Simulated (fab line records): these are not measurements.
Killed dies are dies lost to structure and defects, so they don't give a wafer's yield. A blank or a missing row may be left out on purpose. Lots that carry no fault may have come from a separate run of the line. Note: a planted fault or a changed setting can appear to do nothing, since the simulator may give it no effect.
Matching of chambers | flow gf180mcu | GF_SAB_ETCH_11 on rie-diel-04 has 4 sister chambers
The step etches SiO2 in C4F8/O2/Ar, target depth 55 nm, time 8.5 s. 4 wafers are shown with their chamber, then 9 later ones without.

== WAFERS WITH THEIR CHAMBER ==
wafer  | chamber | oes-product-au (a.u.)
L356.3 | 3       | 1.017
L361.1 | 2       | 1.014
L361.2 | 0       | 1.009
L361.3 | 1       | 1.013

== WAFERS WHOSE CHAMBER IS MISSING ==
wafer  | oes-product-au (a.u.)
L363.3 | 1.003
L363.4 | 1.010
L363.6 | 0.999
L364.1 | 1.012
L364.3 | 1.000
L364.6 | 1.013
L377.1 | 1.001
L377.4 | 0.999
L377.6 | 1.010

== WHICH CHAMBER EACH WENT THROUGH ==
wafer  | from the rows above               | in truth
L363.3 | can't be placed: 0 or 1 or 2 or 3 | 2
L363.4 | can't be placed: 0 or 1 or 2 or 3 | 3
L363.6 | can't be placed: 0 or 1 or 2 or 3 | 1
L364.1 | can't be placed: 1 or 2 or 0 or 3 | 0
L364.3 | can't be placed: 0 or 1 or 2 or 3 | 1
L364.6 | can't be placed: 1 or 2 or 0 or 3 | 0
L377.1 | can't be placed: 0 or 1 or 2 or 3 | 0
L377.4 | can't be placed: 0 or 1 or 2 or 3 | 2
L377.6 | can't be placed: 0 or 1 or 2 or 3 | 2
Correct placement for 0 of the 9. Cannot be placed on the basis of these rows: 9; the candidates contain the true chamber in 9. 0 placed wrongly.
How it was worked out, from the rows above alone: a wafer's distance from a chamber is the root of the sum, over the readings, of the square of ((its reading less the chamber's mean) divided by the reading's scatter). If the next closest chamber is less than 2 further off than the closest, the wafer can't be placed; otherwise it belongs to the closest. Each chamber's mean is taken over the wafers shown for it. The scatter: root of mean squared gap, hidden wafer to nearest shown wafer, with one shown wafer a chamber.
